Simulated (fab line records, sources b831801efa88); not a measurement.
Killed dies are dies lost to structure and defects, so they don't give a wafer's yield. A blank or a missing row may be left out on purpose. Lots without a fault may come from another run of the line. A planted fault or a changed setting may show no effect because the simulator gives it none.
Chamber matching | flow sky130 | SKY_LI_CONTACT_ETCH_15 on rie_diel-03: 4 sister chambers
The step etches PSG in C4F8/O2/Ar, stops on Si, target depth 600 nm. 14 wafers are shown with their chamber, then 7 later ones without.

WAFERS WITH THEIR CHAMBER
wafer  | chamber | oes_product_au (a.u.)
L694.1 | 0       | 0.832
L694.5 | 1       | 0.832
L694.6 | 0       | 0.838
L696.1 | 3       | 0.836
L696.4 | 0       | 0.843
L696.5 | 3       | 0.836
L697.1 | 3       | 0.835
L697.2 | 0       | 0.840
L697.3 | 1       | 0.843
L703.1 | 1       | 0.827
L703.2 | 3       | 0.832
L703.6 | 3       | 0.837
L705.3 | 3       | 0.836
L705.4 | 2       | 0.830

SIGNATURES (means of the wafers above)
reading        | chamber 0 | chamber 1 | chamber 2 | chamber 3 | scatter within a chamber
oes_product_au | 0.83825   | 0.83400   | 0.83000   | 0.83533   | 0.00463
Rule: a wafer's distance from a chamber is the root of the sum, over the readings, of the square of ((its reading less the chamber's mean) divided by the reading's scatter). The wafer belongs to the nearest chamber; if the next one is less than 2 further off, it can't be placed. The scatter: the root of (the sum of the squares of (reading less its chamber's mean) over the shown wafers, divided by (wafers less chambers)).

WAFERS WITHOUT THEIR CHAMBER
wafer  | oes_product_au (a.u.)
L705.5 | 0.836
L707.1 | 0.834
L707.2 | 0.831
L707.5 | 0.844
L708.4 | 0.833
L708.5 | 0.838
L708.6 | 0.839

WHICH CHAMBER EACH WENT THROUGH
wafer  | from the rows above               | in truth
L705.5 | can't be placed: 3 or 1 or 0 or 2 | 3
L707.1 | can't be placed: 1 or 3 or 2 or 0 | 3
L707.2 | can't be placed: 2 or 1 or 3 or 0 | 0
L707.5 | can't be placed: 0 or 3 or 1 or 2 | 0
L708.4 | can't be placed: 1 or 3 or 2 or 0 | 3
L708.5 | can't be placed: 0 or 3 or 1 or 2 | 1
L708.6 | can't be placed: 0 or 3 or 1 or 2 | 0
Placed correctly: 0 of 7. Can't be placed from these rows: 7 (the true chamber is among the candidates in 7). Placed wrongly: 0.
